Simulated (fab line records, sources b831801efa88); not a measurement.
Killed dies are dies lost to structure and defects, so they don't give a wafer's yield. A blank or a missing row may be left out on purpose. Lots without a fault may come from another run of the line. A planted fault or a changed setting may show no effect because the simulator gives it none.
fab line records | flow sky130
record lots=5 wafers=15 last_day=50
route steps=708 shown SD_P@324 RES_XHIGH@332 SD_N@342 SALICIDE@361 LI_CONTACT@362 PAD_OPEN@708
lots that met no fault: from a run of the same line without faults
start_h: hours from the record's first day to the start of the lot's first wafer shown | wait_h: hours since the lot's step before | " the same as in the row above | L1.1+2: a row that stands for several wafers | - no value, or no start given | * or withheld: withheld | < > ~ a bound
route shown NAME@n: a module of which the file shows steps, and the number in the route of the first | usual: mean/standard deviation of fault-free wafers | same: alike in all rows | chamber/n: place in a boat | sites: the reading at each site | _std_site: their standard deviation | _edge_site: outer sites' mean less inner sites' | radius_mm: how far each site lies from the wafer's centre | mask NAME#n: copy n | behind: the tool/chamber that last shaped the wafer | hold: why the lot was held/for how many hours/how that ended | device: the transistor (n, p or np) that didn't switch | end of line: the same wafers' tests at the end of the route | a step without rows: its recipe alone | killed: dies lost to structure and defects at the first sort, not the wafer's yield | map: a wafer's dies, x killed, . not, _ none there
set.NAME: the setting as run; set.NAME@STEP: as run at that earlier step | model.NAME: the simulator's own value behind a step, which no gauge read
lots at some steps of the route; a table a step, a row a wafer
services: from which hour (start_h, from the record's first day; less than 0 if before it) a tool's chamber was out of use, for how many hours, and why
## steps
# step SKY_SD_P_EXPOSE_04
# recipe mask_id=PSDM na=0.6 source_shape=conventional sigma_outer=0.6 polarization=unpolarized target_cd_nm=380 dose_mj=138
# step SKY_SD_P_PEB_05
# recipe temp_c=withheld time_s=* resist=NOVOLAK
# step SKY_SD_P_DEVELOP_06
# recipe resist=NOVOLAK developer=TMAH develop_time_s=60 dev_temp_c=23
# step SKY_SD_P_IMPLANT_09
# recipe species=BF2 energy_kev=20 dose_cm2=3e+15 tilt_deg=0
# step SKY_SD_P_STRIP_10
# recipe chemistry=O2/N2 power_w=1400 pressure_mtorr=1500 platen_temp_c=withheld o2_flow_sccm=3000 n2_flow_sccm=300 overash_fraction=0.5
# step SKY_RES_XHIGH_DEHYDRATE_00
# recipe temp_c=200 time_s=60
# step SKY_RES_XHIGH_HMDS_01
# recipe prime_time_s=60 prime_temp_c=120
# step SKY_RES_XHIGH_COAT_02
# recipe resist=NOVOLAK spin_rpm=3000 resist_thk_nm=1140
# step SKY_RES_XHIGH_SOFTBAKE_03
# recipe temp_c=90 time_s=60 resist=NOVOLAK
# step SKY_RES_XHIGH_EXPOSE_04
# recipe mask_id=URPM na=0.6 source_shape=conventional sigma_outer=0.6 polarization=unpolarized target_cd_nm=1270 dose_mj=140
# columns lot.wafer tool chamber start_h wait_h mask model.RES_XHIGH.overlay_x_nm
L649.1+5+6 iline_stepper-02 0 627.40 - URPM#0 0.5196
L650.2+3+4 iline_stepper-01 0 627.75 - URPM#0 0.5183
L665.3+4+5 iline_stepper-02 0 752.57 - URPM#0 232.5
L670.2+3+6 iline_stepper-02 0 797.30 - URPM#0 232.6
L669.2+3+4 iline_stepper-02 0 797.65 - URPM#0 231.6
# step SKY_RES_XHIGH_PEB_05
# recipe temp_c=withheld time_s=* resist=NOVOLAK
# step SKY_RES_XHIGH_DEVELOP_06
# recipe resist=NOVOLAK developer=TMAH develop_time_s=60 dev_temp_c=23
# step SKY_RES_XHIGH_IMPLANT_07
# recipe species=BF2 energy_kev=20 dose_cm2=3.6e+14 tilt_deg=0
# step SKY_RES_XHIGH_STRIP_08
# recipe chemistry=O2/N2 power_w=1400 pressure_mtorr=1500 platen_temp_c=withheld o2_flow_sccm=3000 n2_flow_sccm=300 overash_fraction=0.5
# step SKY_SD_N_DEHYDRATE_00
# recipe temp_c=200 time_s=60
# step SKY_SD_N_HMDS_01
# recipe prime_time_s=60 prime_temp_c=120
# step SKY_SD_N_COAT_02
# recipe resist=NOVOLAK spin_rpm=3000 resist_thk_nm=1140
# step SKY_SD_N_SOFTBAKE_03
# recipe temp_c=90 time_s=60 resist=NOVOLAK
# step SKY_SD_N_EXPOSE_04
# recipe mask_id=NSDM na=0.6 source_shape=conventional sigma_outer=0.6 polarization=unpolarized target_cd_nm=380 dose_mj=141
# step SKY_SD_N_PEB_05
# recipe temp_c=withheld time_s=* resist=NOVOLAK
# step SKY_SD_N_DEVELOP_06
# recipe resist=NOVOLAK developer=TMAH develop_time_s=60 dev_temp_c=23
# step SKY_SD_N_IMPLANT_09
# recipe species=As energy_kev=50 dose_cm2=4e+15 tilt_deg=0
# step SKY_SD_N_IMPLANT_10
# recipe species=P energy_kev=20 dose_cm2=1e+14 tilt_deg=0
# step SKY_SD_N_STRIP_11
# recipe chemistry=O2/N2 power_w=1400 pressure_mtorr=1500 platen_temp_c=withheld o2_flow_sccm=3000 n2_flow_sccm=300 overash_fraction=0.5
# step SKY_SD_N_CLEAN_13
# recipe chemistry=SC1/SC2 mix=1:4:20 temp_c=70 time_s=150 dry=n2_spin
# step SKY_SD_N_RTA_14
# recipe temp_c=1075 time_s=2 idle_temp_c=650 ramp_up_c_per_s=150 ramp_down_c_per_s=90 ambient=N2
# step SKY_SALICIDE_CLEAN_00
# recipe chemistry=HF-last time_s=30 dilution=100:1 dry=ipa_marangoni
# step SKY_LI_CONTACT_HDPCVD_00
# recipe material=PSG target_thk_nm=930 sigma_open_frac=0.3 time_s=155 temp_c=600 sih4_flow_sccm=60 pressure_mtorr=6
# step SKY_LI_CONTACT_CMP_02
# recipe material=PSG down_force_psi=4 platen_rpm=60 pad_velocity_m_s=0.94248
# step SKY_PAD_OPEN_PROBE_99
# usual killed_at_M0_to_M3=43/6.8 killed_at_M4_up=3.2/1.7 killed_at_contacts=24/5.6 killed_at_front_end=15/4.7 killed_at_other=0.3/0.59 killed_dies=86/10 killed_open=47/6.8 killed_short=39/6.4
# same gross_dies=492 killed_at_back_side=0
# columns lot.wafer tool chamber start_h wait_h killed_at_M0_to_M3 killed_at_M4_up killed_at_contacts killed_at_front_end killed_at_other killed_dies killed_open killed_short model.etest.res_xhigh_po.line_ohm_um model.etest.res_xhigh_po.width_nm
L649.1 prober-01 - 1091.76 0.1 46 1 23 20 0 90 52 38 5656 348.5
L649.5 prober-01 - 1091.96 0.2 51 3 23 20 0 97 55 42 5485 348.7
L649.6 prober-01 - 1092.01 0.2 55 4 12 12 0 83 48 35 5696 353.4
L650.2 prober-01 - 1096.95 0.1 44 5 33 19 0 101 58 43 5748 351
L650.3 prober-01 - 1097.00 0.2 42 1 18 15 0 76 41 35 5622 348.1
L650.4 prober-01 - 1097.05 0.2 48 4 20 25 0 97 46 50 5720 351.6
L665.3 prober-02 - 1182.16 0.2 40 3 37 19 12 111 61 39 6459 315
L665.4 prober-02 - 1182.21 0.2 32 3 34 16 9 94 43 43 6598 312.3
L665.5 prober-02 - 1182.26 0.2 48 1 20 18 1 88 59 28 6174 318.9
L670.2 prober-01 - 1204.65 0.1 39 8 28 11 9 95 46 40 6747 315.2
L670.3 prober-01 - 1204.70 0.2 44 4 24 10 7 89 49 32 6393 314.7
L670.6 prober-01 - 1204.85 0.2 34 3 25 18 13 93 37 42 6536 314.5
L669.2 prober-02 - 1206.16 0.1 43 3 23 10 6 85 38 41 6738 315.7
L669.3 prober-02 - 1206.21 0.2 48 2 30 22 4 106 57 46 6292 315.8
L669.4 prober-02 - 1206.26 0.2 39 1 28 9 14 91 53 25 6468 316.8
# killed by level:class
L649.1 VIA1:geometric_particle:open=12 VIA2:geometric_particle:open=8 CONTACT:geometric_particle:open=7 METAL2:geometric_particle:short=7 FIELD_ISO:geometric_particle:open=5 CONTACT:geometric_particle:short=5 LOCAL_INTERCONNECT:geometric_particle:short=5 VIA3:geometric_particle:open=5
L649.5 VIA1:geometric_particle:open=16 CONTACT:geometric_particle:open=10 FIELD_ISO:geometric_particle:open=8 VIA1:geometric_particle:short=8 METAL2:geometric_particle:short=7 VIA2:geometric_particle:open=6 LOCAL_INTERCONNECT:geometric_particle:short=5 FIELD_ISO:geometric_particle:short=4
L649.6 VIA1:geometric_particle:open=13 VIA1:geometric_particle:short=8 METAL2:geometric_particle:short=8 CONTACT:geometric_particle:open=6 VIA2:geometric_particle:open=6 VIA3:geometric_particle:open=6 METAL1:geometric_particle:short=5 METAL1:geometric_particle:open=5
L650.2 CONTACT:geometric_particle:open=16 VIA1:geometric_particle:open=8 LI_CONTACT:geometric_particle:open=7 FIELD_ISO:geometric_particle:short=6 CONTACT:geometric_particle:short=6 VIA3:geometric_particle:open=6 METAL1:geometric_particle:short=5 VIA1:geometric_particle:short=5
L650.3 VIA1:geometric_particle:open=15 FIELD_ISO:geometric_particle:open=6 LI_CONTACT:geometric_particle:open=6 CONTACT:geometric_particle:open=6 POLY_GATE:geometric_particle:short=5 METAL1:geometric_particle:short=5 VIA2:geometric_particle:short=5 VIA3:geometric_particle:short=4
L650.4 FIELD_ISO:geometric_particle:short=9 VIA3:geometric_particle:open=8 VIA2:geometric_particle:open=7 CONTACT:geometric_particle:short=7 CONTACT:geometric_particle:open=7 METAL1:geometric_particle:short=7 METAL2:geometric_particle:short=7 VIA1:geometric_particle:open=6
L665.3 CONTACT:geometric_particle:open=18 VIA1:geometric_particle:open=15 RES_XHIGH:overlay=11 LI_CONTACT:geometric_particle:short=7 LI_CONTACT:geometric_particle:open=7 VIA3:geometric_particle:open=5 FIELD_ISO:geometric_particle:short=4 METAL2:geometric_particle:open=4
L665.4 CONTACT:geometric_particle:open=15 RES_XHIGH:overlay=8 CONTACT:geometric_particle:short=7 VIA1:geometric_particle:open=6 METAL2:geometric_particle:short=5 LOCAL_INTERCONNECT:geometric_particle:short=5 VIA2:geometric_particle:open=5 VIA3:geometric_particle:open=5
L665.5 VIA1:geometric_particle:open=13 VIA2:geometric_particle:open=9 CONTACT:geometric_particle:open=7 VIA3:geometric_particle:open=7 LI_CONTACT:geometric_particle:open=6 CONTACT:geometric_particle:short=5 METAL2:geometric_particle:short=5 FIELD_ISO:geometric_particle:short=4
L670.2 CONTACT:geometric_particle:open=12 RES_XHIGH:overlay=9 LI_CONTACT:geometric_particle:open=8 VIA1:geometric_particle:open=7 VIA3:geometric_particle:open=6 POLY_GATE:geometric_particle:open=5 METAL1:geometric_particle:short=5 METAL4:geometric_particle:short=5
L670.3 VIA1:geometric_particle:open=12 LI_CONTACT:geometric_particle:open=8 CONTACT:geometric_particle:open=7 METAL2:geometric_particle:short=7 RES_XHIGH:overlay=7 LOCAL_INTERCONNECT:geometric_particle:short=5 VIA3:geometric_particle:open=5 FIELD_ISO:geometric_particle:open=4
L670.6 RES_XHIGH:overlay=13 METAL1:geometric_particle:short=9 LI_CONTACT:geometric_particle:open=8 VIA3:geometric_particle:open=7 FIELD_ISO:geometric_particle:short=5 POLY_GATE:geometric_particle:short=5 CONTACT:geometric_particle:open=5 VIA1:geometric_particle:open=5
L669.2 LI_CONTACT:geometric_particle:open=8 CONTACT:geometric_particle:open=8 CONTACT:geometric_particle:short=7 VIA2:geometric_particle:open=7 METAL2:geometric_particle:short=6 VIA3:geometric_particle:short=6 VIA3:geometric_particle:open=6 RES_XHIGH:overlay=6
L669.3 VIA3:geometric_particle:open=10 VIA2:geometric_particle:open=9 LI_CONTACT:geometric_particle:open=9 VIA1:geometric_particle:open=8 LI_CONTACT:geometric_particle:short=7 POLY_GATE:geometric_particle:open=6 CONTACT:geometric_particle:short=6 CONTACT:geometric_particle:open=5
L669.4 CONTACT:geometric_particle:open=16 RES_XHIGH:overlay=13 VIA1:geometric_particle:open=9 VIA2:geometric_particle:open=7 VIA3:geometric_particle:open=7 LI_CONTACT:geometric_particle:open=6 CONTACT:geometric_particle:short=5 METAL2:geometric_particle:short=4
# map L665.3 (x killed, . not)
__________.........._________
________..x....x...x.x_______
______....x.......x.x..._____
_____......x..x.....x..xx____
____...xx....x...x........___
___........x.x.....xx......__
__..x..............x.....x.._
_x...x....x.xx..x...x.xx..xxx
_....xxx.xx..x...x.x..xx...xx
_...xxx.x...........x....x...
_..xx...........x.....x.x....
_x....x......x..x......xx....
_................x...x.......
_.x.....x........xx.x.....x..
_..x......x..............x...
__x..x.xx....x.x..xx......x._
___..............x..xxx...x__
____.....x..x.x....x.xx..x___
_____..x..xxx...x.......x____
______....x......x......_____
________..x....x....xx_______
__________..x.x....x_________
# map L669.3 (x killed, . not)
__________...x......_________
________.....x...x.x.._______
______...xx....xx......._____
_____........x.....x.x...____
____..........xx..xx......___
___.x....x..x..x..x...x...x__
__x..x.......x..........x.x._
_xx..x.....x..x...xx.x...xx..
_xx.....x....x..x...xx.x.x...
_x..x...x..x.................
_..x.........................
_...........x......x..x......
_....x..x..x.....x.x..x..xx..
_.x..........x...........x...
_x.x.x........xx......x....x.
__x..xx..x....x.x..xxx......_
___.....x..x.x....xx..x....__
____..x..x..x.x.x...x..x.x___
_____x..xx.x..x..........____
______xx......x........x_____
________.............._______
__________....xx...._________
## services
# columns tool chamber start_h hours kind
iline_stepper-02 - 611.03 3.8 repair
iline_stepper-02 0 616.97 - calibration
iline_stepper-01 0 632.52 - calibration
iline_stepper-01 - 644.94 4.4 pm
iline_stepper-02 - 669.96 4.3 pm
iline_stepper-02 - 700.93 1.7 pm
## key
first_sign step=SKY_PAD_OPEN_PROBE_99 reading=killed_at_other direction=up sigmas=8 usual=0.3 struck=8.3 wafers_moved=8
effect none on later readings
model_effect step=SKY_RES_XHIGH_EXPOSE_04 value=RES_XHIGH.overlay_x_nm without=-0.3903 struck=232.2
model_effect step=SKY_PAD_OPEN_PROBE_99 value=etest.res_xhigh_po.line_ohm_um without=5864 struck=6490
met_at SKY_RES_XHIGH_EXPOSE_04
struck_wafers L665.3,L665.4,L665.5,L669.2,L669.3,L669.4,L670.2,L670.3,L670.6
tester_left_out L665,L669,L670
onset_between 627.40 752.57
also_fits time
fault kind=scanner_matching_overlay tool=iline_stepper-02 chamber=- onset_h=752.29 steps=SKY_RES_XHIGH_EXPOSE_04 offset=232.61
# tester_left_out: of these lots the tester's yield and bins aren't shown, on N5 and GAA mostly nor the transistor test; their killed dies are dies lost to structure and defects alone, not to doping, threshold or leakage, so they don't give the yield
